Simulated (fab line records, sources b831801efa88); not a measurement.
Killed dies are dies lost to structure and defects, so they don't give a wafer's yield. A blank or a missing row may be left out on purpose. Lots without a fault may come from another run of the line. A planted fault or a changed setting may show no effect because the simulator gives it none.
fab line records | flow sky130 | part 2 of 2: steps 26 to 35 of 35
record lots=5 wafers=15 last_day=50
route steps=708 shown SONOS_ONO@175 GATE_OXIDE@187 POLY_GATE@204 RES_PROTECT@206
lots that met no fault: from a run of the same line without faults
start_h: hours from the record's first day to the start of the lot's first wafer shown | wait_h: hours since the lot's step before | " the same as in the row above | L1.1+2: a row that stands for several wafers | - no value, or no start given | * or withheld: withheld | < > ~ a bound
route shown NAME@n: a module of which the file shows steps, and the number in the route of the first | usual: mean/standard deviation of fault-free wafers | same: alike in all rows | chamber/n: place in a boat | sites: the reading at each site | _std_site: their standard deviation | _edge_site: outer sites' mean less inner sites' | radius_mm: how far each site lies from the wafer's centre | mask NAME#n: copy n | behind: the tool/chamber that last shaped the wafer | hold: why the lot was held/for how many hours/how that ended | device: the transistor (n, p or np) that didn't switch | end of line: the same wafers' tests at the end of the route | a step without rows: its recipe alone | killed: dies lost to structure and defects at the first sort, not the wafer's yield | map: a wafer's dies, x killed, . not, _ none there
set.NAME: the setting as run; set.NAME@STEP: as run at that earlier step | model.NAME: the simulator's own value behind a step, which no gauge read
lots at some steps of the route; a table a step, a row a wafer
services: from which hour (start_h, from the record's first day; less than 0 if before it) a tool's chamber was out of use, for how many hours, and why
## steps
# step SKY_GATE_OXIDE_STRIP_13
# recipe chemistry=O2/N2 power_w=1400 pressure_mtorr=1500 platen_temp_c=withheld o2_flow_sccm=3000 n2_flow_sccm=300 overash_fraction=0.5
# usual chamber_pressure_mTorr=1500.0/1.4 drypump_motor_current_A=5.84/0.097 oes_product_au=0.715/0.0052 strip_time_to_endpoint_s=14.18/0.04
# columns lot.wafer tool chamber start_h wait_h chamber_pressure_mTorr drypump_motor_current_A oes_product_au rf_hours_counter_h strip_time_to_endpoint_s
L078.2 plasma_asher-04 0 345.11 0.0 1499.3 5.81 0.708 65 14.24
L078.5 " 0 " " 1501.7 5.80 0.720 - 14.25
L078.6 " 1 " " 1499.1 6.01 0.726 - 14.19
L083.1 plasma_asher-01 0 391.68 0.0 1497.3 5.86 0.724 65 14.20
L083.3 " 1 " " 1500.2 5.94 0.714 - 14.20
L083.6 " 1 " " 1499.3 5.93 0.714 - 14.21
L084.1 plasma_asher-04 1 397.87 0.0 1500.6 5.98 0.721 71 14.19
L084.2 " 0 " " 1499.2 5.77 0.713 71 14.18
L084.3 " 1 " " 1498.6 6.01 0.724 - 14.19
L093.2 plasma_asher-02 1 465.18 0.0 1498.2 5.78 0.713 35 14.19
L093.3 " 1 " " 1499.3 5.77 0.720 - 14.15
L093.6 " 0 " " 1502.2 5.73 0.713 - 14.15
L097.1 plasma_asher-01 1 502.72 0.0 1499.7 5.93 0.709 76 14.17
L097.3 " 1 " " 1501.8 5.96 0.712 - 14.16
L097.6 " 0 " " 1501.9 5.87 0.714 - 14.22
# step SKY_GATE_OXIDE_TW_MEAS_14
# usual GATE_OXIDE_TW=227.4/1.4
# columns lot.wafer tool chamber start_h wait_h GATE_OXIDE_TW
L078.2 film_metro-02 - 345.22 0.1 226.0
L078.5 " - " " 225.9
L078.6 " - " " 226.8
L083.1 film_metro-01 - 391.78 0.1 228.4
L083.3 " - " " 229.0
L083.6 " - " " 227.9
L084.1 film_metro-02 - 397.97 0.1 226.4
L084.2 " - " " 226.6
L084.3 " - " " 227.0
L093.2 film_metro-01 - 465.29 0.1 229.6
L093.3 " - " " 228.0
L093.6 " - " " 228.8
L097.1 film_metro-01 - 502.82 0.1 228.2
L097.3 " - " " 228.9
L097.6 " - " " 229.4
# step SKY_GATE_OXIDE_CLEAN_15
# recipe chemistry=SC1/SC2 mix=1:4:20 temp_c=70 time_s=150 dry=n2_spin
# columns lot.wafer tool chamber start_h wait_h
L078.2+5+6 wet_bench-03 2 345.27 0.0
L083.1+3+6 wet_bench-03 3 391.84 0.1
L084.1+2+3 wet_bench-03 2 398.03 0.1
L093.2+3+6 wet_bench-02 2 465.34 0.0
L097.1+3+6 wet_bench-02 2 502.88 0.1
# step SKY_GATE_OXIDE_OXIDATION_16
# recipe temp_c=800 ambient=O2 idle_temp_c=700 ramp_up_c_per_min=10 ramp_down_c_per_min=3 stabilise_s=600 purge_s=300 target_thk_a=35.7 ox_time_s=1915
# usual zone_power_upper_pct=12.65/0.14
# columns lot.wafer tool chamber start_h wait_h zone_power_upper_pct
L078.2 furnace-01 0 346.02 0.7 12.35
L078.5 " 0 " " 12.55
L078.6 " 0 " " 12.69
L083.1 furnace-02 0 392.75 0.9 12.90
L083.3 " 0 " " 12.59
L083.6 " 0 " " 12.78
L084.1 furnace-01 0 399.05 1.0 12.43
L084.2 " 0 " " 12.49
L084.3 " 0 " " 12.58
L093.2 furnace-02 0 467.09 1.7 12.63
L093.3 " 0 " " 12.73
L093.6 " 0 " " 12.63
L097.1 furnace-01 0 502.93 0.0 12.56
L097.3 " 0 " " 12.41
L097.6 " 0 " " 12.40
# step SKY_POLY_GATE_CVD_00
# recipe material=poly-Si target_thk_nm=180 temp_c=620 time_s=720 pressure_mtorr=200
# usual zone_power_upper_pct=9.3/0.81
# columns lot.wafer tool chamber start_h wait_h zone_power_upper_pct
L078.2 lpcvd-01 0 347.55 0.0 8.5
L078.5 " 0 " " 8.4
L078.6 " 0 " " 8.5
L083.1 lpcvd-01 0 394.29 0.0 8.5
L083.3 " 0 " " 8.6
L083.6 " 0 " " 8.7
L084.1 lpcvd-01 0 400.59 0.0 8.5
L084.2 " 0 " " 8.6
L084.3 " 0 " " 8.7
L093.2 lpcvd-01 1 468.62 0.0 10.2
L093.3 " 1 " " 10.3
L093.6 " 1 " " 10.1
L097.1 lpcvd-01 1 504.47 0.0 10.2
L097.3 " 1 " " 10.1
L097.6 " 1 " " 10.1
# step SKY_POLY_GATE_THK_MEAS_01
# recipe reads=poly-Si_of_POLY_GATE_CVD_00
# usual POLY_GATE_CVD_00_THK=178.6/1.7
# columns lot.wafer tool chamber start_h wait_h POLY_GATE_CVD_00_THK[nm]
L078.2 film_metro-04 - 348.76 0.0 178.3
L078.5 " - " " 177.1
L078.6 " - " " 177.1
L083.1 film_metro-02 - 395.49 0.0 177.1
L083.3 " - " " 178.1
L083.6 " - " " 177.3
L084.1 film_metro-03 - 401.79 0.0 176.8
L084.2 " - " " 177.9
L084.3 " - " " 177.9
L093.2 film_metro-03 - 470.43 0.0 177.6
L093.3 " - " " 177.1
L093.6 " - " " 178.6
L097.1 film_metro-02 - 505.67 0.0 177.9
L097.3 " - " " 177.9
L097.6 " - " " 176.7
# step SKY_RES_PROTECT_DEHYDRATE_00
# recipe temp_c=200 time_s=60
# usual exhaust_pa=44.9/0.96 heater_power_total_W=160.41/0.13
# columns lot.wafer tool chamber start_h wait_h exhaust_pa heater_power_total_W
L078.2 litho_track-03 0 362.55 13.8 44.1 160.58
L078.5 " 0 " " 44.1 160.60
L078.6 " 0 " " 42.5 160.15
L083.1 litho_track-01 0 409.67 14.2 45.9 160.29
L083.3 " 0 " " 45.6 160.45
L083.6 " 0 " " 44.8 160.43
L084.1 litho_track-03 0 415.97 14.2 45.6 160.38
L084.2 " 0 " " 45.2 160.25
L084.3 " 0 " " 45.1 160.42
L093.2 litho_track-02 0 484.95 14.5 45.4 160.32
L093.3 " 0 " " 44.7 160.43
L093.6 " 0 " " 43.9 160.60
L097.1 litho_track-03 0 520.67 15.0 45.7 160.33
L097.3 " 0 " " 46.9 160.59
L097.6 " 0 " " 45.8 160.31
# step SKY_RES_PROTECT_HMDS_01
# recipe prime_time_s=60 prime_temp_c=120
# usual exhaust_pa=45.2/0.93
# columns lot.wafer tool chamber start_h wait_h exhaust_pa
L078.2 litho_track-03 0 362.70 0.1 45.8
L078.5 " 0 " " 45.0
L078.6 " 0 " " 45.3
L083.1 litho_track-01 0 409.82 0.1 45.6
L083.3 " 0 " " 46.7
L083.6 " 0 " " 46.2
L084.1 litho_track-03 0 416.12 0.1 44.9
L084.2 " 0 " " 44.9
L084.3 " 0 " " 46.8
L093.2 litho_track-02 0 485.10 0.1 45.1
L093.3 " 0 " " 45.1
L093.6 " 0 " " 45.5
L097.1 litho_track-03 0 520.82 0.1 44.2
L097.3 " 0 " " 44.1
L097.6 " 0 " " 44.3
# step SKY_RES_PROTECT_COAT_02
# recipe resist=NOVOLAK spin_rpm=3000 resist_thk_nm=1140
# usual exhaust_pa=45.1/0.85
# columns lot.wafer tool chamber start_h wait_h exhaust_pa
L078.2 litho_track-03 0 362.85 0.1 45.1
L078.5 " 0 " " 45.4
L078.6 " 0 " " 45.6
L083.1 litho_track-01 0 409.97 0.1 45.3
L083.3 " 0 " " 46.1
L083.6 " 0 " " 45.5
L084.1 litho_track-03 0 416.27 0.1 45.9
L084.2 " 0 " " 45.2
L084.3 " 0 " " 45.4
L093.2 litho_track-02 0 485.25 0.1 45.6
L093.3 " 0 " " 44.9
L093.6 " 0 " " 44.4
L097.1 litho_track-03 0 520.97 0.1 44.1
L097.3 " 0 " " 45.4
L097.6 " 0 " " 45.1
# step SKY_RES_PROTECT_SOFTBAKE_03
# recipe temp_c=90 time_s=60 resist=NOVOLAK
# usual exhaust_pa=44.8/0.93 heater_power_total_W=56.60/0.042
# columns lot.wafer tool chamber start_h wait_h exhaust_pa heater_power_total_W
L078.2 litho_track-03 0 363.00 0.1 44.5 56.69
L078.5 " 0 " " 44.3 56.60
L078.6 " 0 " " 45.6 56.65
L083.1 litho_track-01 0 410.12 0.1 44.1 56.56
L083.3 " 0 " " 46.1 56.56
L083.6 " 0 " " 45.4 56.59
L084.1 litho_track-03 0 416.42 0.1 46.0 56.54
L084.2 " 0 " " 43.8 56.65
L084.3 " 0 " " 46.1 56.51
L093.2 litho_track-02 0 485.40 0.1 44.3 56.64
L093.3 " 0 " " 44.0 56.57
L093.6 " 0 " " 43.3 56.63
L097.1 litho_track-03 0 521.12 0.1 45.7 56.62
L097.3 " 0 " " 45.7 56.61
L097.6 " 0 " " 45.3 56.67
## services
# columns tool chamber start_h hours kind
plasma_asher-01 - 277.44 0.5 repair
iline_stepper-02 - 278.55 1.7 pm
furnace-01 - 285.09 28.3 pm
rie_diel-02 3 287.49 5.1 repair
implanter-01 - 307.63 4.0 pm
furnace-01 - 313.37 4.5 pm
plasma_asher-02 - 324.98 1.7 repair
rie_diel-02 0 325.96 64.0 repair
plasma_asher-01 - 334.95 8.4 repair
implanter-01 - 366.80 5.9 pm
wet_bench-03 - 372.90 1.9 pm
rie_diel-02 2 377.32 1.4 repair
rie_diel-02 3 393.61 3.7 repair
furnace-02 - 418.04 3.6 pm
plasma_asher-04 - 421.25 9.0 pm
iline_stepper-01 - 427.98 1.7 pm
wet_bench-01 - 435.45 4.4 pm
iline_stepper-02 - 446.37 3.9 repair
furnace-01 - 480.58 3.4 pm
iline_stepper-02 - 491.54 4.1 repair
iline_stepper-02 - 492.76 8.2 repair
iline_stepper-02 - 500.92 1.7 pm
furnace-01 - 514.44 4.0 pm
lpcvd-01 - 519.58 2.4 repair
